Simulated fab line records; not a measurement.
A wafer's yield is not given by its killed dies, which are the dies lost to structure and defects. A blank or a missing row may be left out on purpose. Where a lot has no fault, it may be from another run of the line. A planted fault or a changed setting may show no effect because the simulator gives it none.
A lot that was struck, set against a sound lot -- flow gf180mcu -- 14 out of 602 route steps
Sound: these wafers, L460.1, L460.3, L460.4. Struck: wafers L468.1, L468.2, L468.6. The cause is given at the end.
For every step that has rows: the tool of each side, followed by ch and its chambers, followed by its first start. Under that, the readings that differ: sound wafers -- struck wafers -- difference of the means -- sigmas: that difference in standard deviations of wafers without a fault.
alike: readings whose means differ by less than 2 such deviations, and words and numbers that are the same on both sides. not compared: withheld readings, readings that some wafer has no value for, bounds like >300 that may hide the same value, and numbers for which the record gives no deviation and whose values overlap.
Wherever a step has rows on one side only, a row that says differs or no value, or a row with sigmas, the two part there. Numbers that don't overlap but have no deviation are shown without sigmas and don't part them. Lack of a reading on every wafer of one side parts them only where that side has two or more wafers.

first, 2 steps without rows for these wafers: GF_MIM_PEB_17; GF_MIM_DEVELOP_18 (develop time 60 s).
GF_MIM_METAL_ETCH_19: etches the open film in Cl2/BCl3, stops on Si3N4, target depth 324.5 nm, time 54.1 s.
  sound on rie-metal-02 ch 0,1, day 25 12:05; struck on rie-metal-02 ch 0,1, day 28 03:43
  alike: drypump-motor-current-A, oes-product-au, throttle-valve-pct
  not compared: rf-hours-counter-h
GF_MIM_STRIP_20: strips in O2/N2.
  sound on plasma-asher-04 ch 0,1, day 25 12:10; struck on plasma-asher-01 ch 0,1, day 28 03:47
  alike: drypump-motor-current-A, heater-power-w, n2-flow-sccm, oes-product-au, strip-time-to-endpoint-s
  not compared: rf-hours-counter-h
then, 8 steps without rows for these wafers: GF_MIM_STRIP_21 (strips in post etch residue remover, time 1200 s); GF_MIM_CLEAN_22 (cleans in DIW); GF_M5_DEHYDRATE_00 (time 60 s); GF_M5_HMDS_01 (prime time 60 s); GF_M5_COAT_02 (resist thk 1000 nm); GF_M5_SOFTBAKE_03 (time 60 s); GF_M5_EXPOSE_04 (exposes mask Metal5, target cd 280 nm); GF_M5_PEB_05 (peb time 90 s).
GF_M5_DEVELOP_06: develop time 60 s.
  struck on litho-track-04, day 28 23:10; sound on litho-track-01 ch 0, day 26 09:32
  no value came back on the struck wafers for chill-plate-temp-C (C), develop-time-s (s); on the sound wafers chill-plate-temp-C (C) reads 22.99 23.05 22.92
reading,sound,struck,difference,sigmas
model.KrF_of_M5_COAT_02.thk-nm (nm),982.1 980.3 981.8,998.3 999.8 998.2,+17.4,
GF_M5_CD_MEAS_07 targets a cd of 280 nm.
  sound on cd-sem-02 at day 26 09:41; struck on cd-sem-01 at day 28 23:23
reading,sound,struck,difference,sigmas
cd-nm (nm),279.1 279.0 279.9,- - -,no value on the struck wafers,

== WHERE THEY PART ==
Last at GF_M5_CD_MEAS_07 as far as this record goes, first at GF_M5_DEVELOP_06.

WHY: whatever the simulator had introduced
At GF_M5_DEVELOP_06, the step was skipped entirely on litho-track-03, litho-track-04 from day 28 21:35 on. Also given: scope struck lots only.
